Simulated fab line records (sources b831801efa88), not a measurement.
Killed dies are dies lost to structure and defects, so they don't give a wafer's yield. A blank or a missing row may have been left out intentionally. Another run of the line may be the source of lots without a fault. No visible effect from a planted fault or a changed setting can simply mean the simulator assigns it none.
fab line records | flow sky130
record: lots: 12 wafers: 34 last-day: 50
route steps=708 shown CAP2M@605 METAL4@629 PASSIVATION@687 PAD_OPEN@708
lots that met no fault: from a run of the same line without faults
start-h: hours from the record's opening day to when the first of the lot's shown wafers began | wait-h: hours from the lot's prior step to this one | " identical to the entry in the row above | L1.1+2: a row that stands for several wafers | - value missing, or start not given | * or withheld: withheld | < > ~ a bound
route shown NAME@n: NAME is a module with steps in the file, n the number in the route of the first one | usual: average and standard deviation across the fault-free wafers | same: alike in all rows | chamber/n: place in a boat | sites: the reading at each site | _std_site: how widely they spread, as a standard deviation | _edge_site: the outer-site mean with the inner-site mean subtracted | radius-mm: for every site, how far away it sits from the centre of the wafer | mask NAME#n: copy n | behind: the most recent tool/chamber to have shaped the wafer | hold: what put the lot on hold/how long, in hours/how the hold closed | device: which transistor (n, p or np) failed to switch | end of line: at the end of the route, the tests of the same wafers | a step with no rows: only its recipe | killed: dies that structure and defects cost at the first sort, which is not the same as the wafer's yield | map: the dies of a wafer, with x for killed, . for not killed, _ for no die there
set.NAME: the setting that was run; set.NAME@STEP: the one run at that earlier step | model.NAME: the simulator's own value behind a step, which no gauge read
one table for each step of the route and one row for each wafer, over a sample of lots
services: when a tool's chamber went out of use (start-h, in hours from the record's first day, below 0 if earlier), for how many hours, and the reason
== steps ==
step: SKY_CAP2M_SPUTTER_02
recipe: material: TiN target-thk-nm: 200 temp-c: 300 power-w: 6500 time-s: 166.7 chamber-pressure-pa: 0.4
usual: throttle-valve-pct: 30.4/0.93
columns lot.wafer tool chamber start-h wait-h throttle-valve-pct
L386.1 pvd-sputter-01 - 923.97 0.1 30.1
L386.4 " - " " 31.4
L386.6 " - " " 30.3
L388.1 pvd-sputter-01 - 943.69 0.1 30.2
L388.2 " - " " 30.2
L388.4 " - " " 30.2
L389.1 pvd-sputter-04 - 949.21 0.1 31.0
L389.4 " - " " 32.3
L389.5 " - " " 31.9
L390.1 pvd-sputter-01 - 963.42 0.1 30.4
L390.2 " - " " 30.1
L390.6 " - " " 31.5
L391.1 pvd-sputter-02 - 967.37 0.1 32.0
L391.3 " - " " 29.5
L391.4 " - " " 32.2
L392.1 pvd-sputter-02 - 969.62 0.1 29.3
L392.5 " - " " 31.9
L392.6 " - " " 29.5
L401.2 pvd-sputter-02 - 1038.62 0.0 29.2
L401.4 " - " " 29.3
L402.4 pvd-sputter-02 - 1039.51 0.0 29.8
L402.6 " - " " 29.7
L404.1 pvd-sputter-04 - 1052.11 0.1 30.7
L404.5 " - " " 32.2
L404.6 " - " " 30.3
L407.2 pvd-sputter-01 - 1067.75 0.0 30.2
L407.3 " - " " 31.6
L407.4 " - " " 30.4
L408.3 pvd-sputter-01 - 1074.75 0.0 30.7
L408.4 " - " " 31.6
L408.5 " - " " 29.8
L409.2 pvd-sputter-01 - 1081.45 0.0 30.4
L409.3 " - " " 29.9
L409.6 " - " " 29.4
step: SKY_CAP2M_OVL_MEAS_12
usual: CAP2M_OVL: 1.7/1.4
columns lot.wafer tool chamber start-h wait-h CAP2M_OVL[nm]
L386.1 overlay-01 - 948.07 0.1 3.4
L386.4 " - " " 0.4
L386.6 " - " " 2.3
L388.1 overlay-02 - 967.69 0.1 2.6
L388.2 " - " " 2.6
L388.4 " - " " 0.5
L389.1 overlay-02 - 973.07 0.1 1.5
L389.4 " - " " -0.2
L389.5 " - " " 0.2
L390.1 overlay-01 - 987.04 0.1 0.9
L390.2 " - " " 0.7
L390.6 " - " " -0.1
L391.1 overlay-02 - 991.37 0.1 2.7
L391.3 " - " " 3.2
L391.4 " - " " 2.1
L392.1 overlay-01 - 993.24 0.1 -2.2
L392.5 " - " " -0.1
L392.6 " - " " -2.0
L401.2 overlay-02 - 1060.12 0.1 2.4
L401.4 " - " " 1.3
L402.4 overlay-01 - 1060.78 0.1 1.3
L402.6 " - " " 3.7
L404.1 overlay-01 - 1073.56 0.1 0.6
L404.5 " - " " 0.1
L404.6 " - " " -1.0
L407.2 overlay-02 - 1088.68 0.1 0.4
L407.3 " - " " 1.2
L407.4 " - " " 0.6
L408.3 overlay-01 - 1095.43 0.1 3.9
L408.4 " - " " 2.2
L408.5 " - " " 2.4
L409.2 overlay-02 - 1101.59 0.1 1.5
L409.3 " - " " 2.0
L409.6 " - " " 2.1
step: SKY_METAL4_CD_MEAS_13
recipe: target-cd-nm: 300
usual: cd-nm: 300.3/1.6
columns lot.wafer tool chamber start-h wait-h cd-nm
L386.1 cd-sem-01 - 972.77 - 303.0
L386.4 " - " " 304.5
L386.6 " - " " 302.9
L388.1 cd-sem-01 - 992.32 - 301.1
L388.2 " - " " 300.8
L388.4 " - " " 300.4
L389.1 cd-sem-02 - 997.54 - 300.6
L389.4 " - " " 300.9
L389.5 " - " " 300.6
L390.1 cd-sem-02 - 1011.57 - 299.8
L390.2 " - " " 299.6
L390.6 " - " " 298.5
L391.1 cd-sem-02 - 1015.67 - 299.8
L391.3 " - " " 299.1
L391.4 " - " " 301.3
L392.1 cd-sem-01 - 1017.47 - 302.0
L392.5 " - " " 301.0
L392.6 " - " " 301.1
L401.2 cd-sem-02 - 1081.59 - 301.3
L401.4 " - " " 299.9
L402.4 cd-sem-02 - 1083.08 - 302.2
L402.6 " - " " 300.5
L404.1 cd-sem-02 - 1094.64 - 300.3
L404.5 " - " " 300.6
L404.6 " - " " 301.4
L407.2 cd-sem-02 - 1109.21 - 299.0
L407.3 " - " " 300.4
L407.4 " - " " 298.7
L408.3 cd-sem-02 - 1115.76 - 298.9
L408.4 " - " " 300.0
L408.5 " - " " 299.8
L409.2 cd-sem-02 - 1122.46 - 297.2
L409.3 " - " " 298.1
L409.6 " - " " 298.6
step: SKY_PASSIVATION_COAT_06
recipe: spin-rpm: 2000 resist-thk-nm: 3000
columns lot.wafer tool chamber start-h wait-h
L386.1+4+6 litho-track-02 0 1035.89 0.1
L388.1+2+4 litho-track-03 0 1054.01 0.1
L389.1+4+5 litho-track-03 0 1058.16 0.1
L390.1+2+6 litho-track-03 0 1071.41 0.1
L391.1+3+4 litho-track-04 0 1074.72 0.1
L392.1+5+6 litho-track-04 0 1076.67 0.1
L401.2+4 litho-track-03 0 1134.44 0.1
L402.4+6 litho-track-03 0 1136.29 0.1
L404.1+5+6 litho-track-03 0 1146.41 0.1
L407.2+3+4 litho-track-04 0 1160.30 0.1
L408.3+4+5 litho-track-02 0 1166.54 0.1
L409.2+3+6 litho-track-02 0 1171.46 0.1
step: SKY_PASSIVATION_STRIP_12
recipe: chemistry: O2/N2 power-w: 1400 pressure-mtorr: 1500 platen-temp-c: withheld overash-fraction: 0.7 o2-flow-sccm: 3000 n2-flow-sccm: 300
usual: drypump-motor-current-A: 5.6/0.45 oes-product-au: 0.661/0.0046 strip-time-to-endpoint-s: 31.56/0.15
columns lot.wafer tool chamber start-h wait-h drypump-motor-current-A oes-product-au rf-hours-counter-h strip-time-to-endpoint-s
L386.1 plasma-asher-01 0 1047.47 0.1 5.9 0.659 95 31.69
L386.4 " 1 " " 5.9 0.657 - 31.69
L386.6 " 1 " " 5.9 0.667 - 31.77
L388.1 plasma-asher-01 1 1064.79 0.1 5.9 0.664 97 31.60
L388.2 " 0 " " 5.9 0.668 97 31.51
L388.4 " 1 " " 5.9 0.664 - 31.36
L389.1 plasma-asher-01 0 1069.37 0.1 5.9 0.662 98 31.30
L389.4 " 0 " " 5.9 0.665 - 31.44
L389.5 " 1 " " 5.9 0.656 - 31.40
L390.1 plasma-asher-01 1 1082.04 0.1 5.9 0.662 98 31.54
L390.2 " 0 " " 5.9 0.667 98 31.64
L390.6 " 0 " " 5.9 0.665 - 31.68
L391.1 plasma-asher-04 0 1085.84 0.1 4.8 0.659 33 31.69
L391.3 " 1 " " 5.9 0.661 - 31.76
L391.4 " 0 " " 4.8 0.660 - 31.75
L392.1 plasma-asher-01 1 1087.43 0.1 5.9 0.658 99 31.68
L392.5 " 1 " " 5.9 0.653 - 31.56
L392.6 " 0 " " 5.9 0.662 - 31.50
L401.2 plasma-asher-02 0 1144.24 0.1 6.0 0.665 7 33.64
L401.4 " 1 " " 5.6 0.672 - 31.37
L402.4 plasma-asher-02 1 1145.90 0.1 5.6 0.662 - 31.58
L402.6 " 1 " " 5.6 0.658 - 33.49
L404.1 plasma-asher-04 0 1156.02 0.1 4.8 0.663 40 31.73
L404.5 " 1 " " 5.9 0.659 - 31.37
L404.6 " 0 " " 4.8 0.668 - 33.49
L407.2 plasma-asher-02 1 1168.63 0.1 5.6 0.667 10 31.58
L407.3 " 1 " " 5.6 0.663 - 31.77
L407.4 " 0 " " 6.0 0.662 - 31.59
L408.3 plasma-asher-02 0 1175.06 0.1 6.0 0.665 - 31.58
L408.4 " 1 " " 5.6 0.660 - 31.26
L408.5 " 0 " " 6.0 0.658 - 31.45
L409.2 plasma-asher-02 1 1180.07 0.1 5.5 0.653 11 31.26
L409.3 " 1 " " 5.5 0.653 - 31.43
L409.6 " 0 " " 6.0 0.665 - 31.22
step: SKY_PAD_OPEN_PROBE_99
usual: defect-limited-yield: 82.6/1.8 killed_at_M0_to_M3: 43/6.4 killed_at_M4_up: 2.8/1.7 killed-at-contacts: 24/5.5 killed-at-front-end: 15/4 killed-at-other: 0.3/0.54 killed-dies: 86/9.1 killed-open: 47/6.6 killed-short: 39/6.2 sort_bin_3_pad_short: 0.9/0.45 sort_bin_5_function: 10.4/1.4 sort_bin_6_memory: 6.2/1.1 sort-n-pass: 406/9.1 sort-yield-pct: 82.6/1.8
same: gross-dies: 492 killed-at-back-side: 0 sort_bin_4_leakage[%]: 0 sort_bin_8_speed[%]: 0
columns lot.wafer tool chamber start-h wait-h defect-limited-yield[%] killed_at_M0_to_M3 killed_at_M4_up killed-at-contacts killed-at-front-end killed-at-other killed-dies killed-open killed-short sort_bin_3_pad_short[%] sort_bin_5_function[%] sort_bin_6_memory[%] sort-n-pass sort-yield-pct[%]
L401.2 prober-01 - 1164.01 0.1 82.9 39 2 28 15 0 84 46 38 0.2 9.3 7.5 408 82.9
L404.1 prober-02 - 1174.75 0.1 81.7 50 2 21 17 0 90 47 43 1.4 9.8 7.1 402 81.7
L404.5 prober-02 - 1174.95 0.2 82.7 43 0 21 21 0 85 54 31 0.6 10.8 5.9 407 82.7
L404.6 prober-02 - 1175.00 0.2 83.3 49 0 19 14 0 82 47 35 0.2 10.2 6.3 410 83.3
killed by level:class
L401.2 LI_CONTACT:geometric-particle:open=11 FIELD_ISO:geometric-particle:short=9 VIA1:geometric-particle:open=8 VIA3:geometric-particle:open=8 CONTACT:geometric-particle:open=7 LOCAL_INTERCONNECT:geometric-particle:short=5 METAL1:geometric-particle:short=5 LI_CONTACT:geometric-particle:short=3
L404.1 CONTACT:geometric-particle:open=10 LI_CONTACT:geometric-particle:open=7 METAL1:geometric-particle:short=7 VIA1:geometric-particle:open=7 VIA2:geometric-particle:short=7 POLY_GATE:geometric-particle:short=6 VIA2:geometric-particle:open=6 VIA3:geometric-particle:open=6
L404.5 VIA1:geometric-particle:open=13 VIA2:geometric-particle:open=12 FIELD_ISO:geometric-particle:open=7 FIELD_ISO:geometric-particle:short=6 CONTACT:geometric-particle:open=6 VIA1:geometric-particle:short=6 LI_CONTACT:geometric-particle:open=5 CONTACT:geometric-particle:short=5
L404.6 VIA1:geometric-particle:open=13 CONTACT:geometric-particle:open=10 METAL1:geometric-particle:short=8 VIA1:geometric-particle:short=7 VIA2:geometric-particle:open=6 FIELD_ISO:geometric-particle:open=5 CONTACT:geometric-particle:short=4 FIELD_ISO:geometric-particle:short=3
== services ==
columns tool chamber start-h hours kind
pvd-sputter-01 - 919.69 3.4 repair
pvd-sputter-01 3 933.83 - consumable-replace:kit
pvd-sputter-01 3 933.83 18.0 scheduled-down
pvd-sputter-01 3 933.83 18.0 vent-cycle
pvd-sputter-01 - 956.24 1.9 repair
pvd-sputter-04 - 970.30 1.8 repair
plasma-asher-04 - 972.01 10.1 pm
pvd-sputter-01 - 980.33 1.0 repair
plasma-asher-04 - 986.84 3.7 repair
plasma-asher-04 - 988.01 4.1 repair
pvd-sputter-02 - 994.26 3.7 repair
pvd-sputter-04 - 1020.62 3.2 repair
plasma-asher-02 - 1055.25 9.0 pm
pvd-sputter-01 2 1072.98 - consumable-replace:kit
pvd-sputter-01 2 1072.98 18.0 scheduled-down
pvd-sputter-01 2 1072.98 18.0 vent-cycle
plasma-asher-01 - 1073.37 6.3 repair
plasma-asher-02 - 1096.15 5.8 repair
plasma-asher-01 - 1104.59 0.6 repair
pvd-sputter-01 - 1120.98 1.0 repair
plasma-asher-02 - 1132.86 1.5 repair
plasma-asher-01 - 1158.23 22.3 repair
plasma-asher-01 - 1169.71 3.2 repair
pvd-sputter-01 - 1169.83 1.2 repair
== key ==
first-sign: step: SKY_PASSIVATION_STRIP_12 reading: strip-time-to-endpoint-s direction: up sigmas: 13 usual: * struck: *
effect none on later readings
met-at SKY_PASSIVATION_COAT_06
struck-lots L401,L402,L404
struck-wafers L401.2,L402.6,L404.6
not-acting-at SKY_CAP2M_SPUTTER_02,SKY_CAP2M_OVL_MEAS_12,SKY_METAL4_CD_MEAS_13
onset-between 1071.41 1134.44
fault: kind: process-parameter-drift tool: litho-track-03 chamber: - onset-h: 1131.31 steps: SKY_PASSIVATION_COAT_06 channel: resist-thk-nm offset: 162.14 shape: step end-h: 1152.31 scope: struck-wafers-only acts-in: these-recipes-only stated: 3000
